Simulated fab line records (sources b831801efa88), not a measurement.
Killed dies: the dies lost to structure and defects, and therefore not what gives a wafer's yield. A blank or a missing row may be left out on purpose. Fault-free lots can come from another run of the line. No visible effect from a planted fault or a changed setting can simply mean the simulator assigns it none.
Matching of chambers | flow sky130 | rie_diel-03 running SKY_VIA4_ETCH_12: 4 sister chambers
The step etches SiO2 in C4F8/O2/Ar, stops on TiN, target depth 580 nm. 4 wafers are shown with their chamber, then 11 later ones without.

== WAFERS PAIRED WITH THEIR CHAMBERS ==
wafer  | chamber | oes_product_au (a.u.)
L088.4 | 1       | 0.926
L089.5 | 3       | 0.932
L089.6 | 2       | 0.918
L091.3 | 0       | 0.928

== WAFERS MISSING THEIR CHAMBER ==
wafer  | oes_product_au (a.u.)
L091.4 | 0.928
L091.6 | 0.921
L094.1 | 0.926
L094.2 | 0.935
L094.3 | 0.930
L094.4 | 0.928
L094.5 | 0.927
L094.6 | 0.923
L097.4 | 0.925
L097.5 | 0.917
L097.6 | 0.929

== WHICH CHAMBER EACH WENT THROUGH ==
wafer  | from the rows above          | in truth
L091.4 | can't be placed: 0 or 1      | 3
L091.6 | can't be placed: 2 or 1      | 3
L094.1 | can't be placed: 1 or 0      | 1
L094.2 | 3                            | 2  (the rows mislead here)
L094.3 | can't be placed: 0 or 3 or 1 | 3
L094.4 | can't be placed: 0 or 1      | 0
L094.5 | can't be placed: 0 or 1      | 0
L094.6 | can't be placed: 1 or 0 or 2 | 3
L097.4 | can't be placed: 1 or 0      | 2
L097.5 | 2                            | 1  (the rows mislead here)
L097.6 | can't be placed: 0 or 1 or 3 | 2
Placed correctly: 0 of 11. Cannot be placed on the basis of these rows: 9; the candidates contain the true chamber in 4. Number placed wrongly: 2.
How it was worked out, from the rows above alone: a wafer's distance from a chamber is the root of the sum, over the readings, of the square of ((its reading less the chamber's mean) divided by the reading's scatter). The wafer belongs to the nearest chamber; if the next one is less than 2 further off, it can't be placed. A chamber's mean is the mean of its shown wafers. The scatter: with one shown wafer a chamber, the root of the mean of the squares of how far each hidden wafer lies from its nearest shown one.
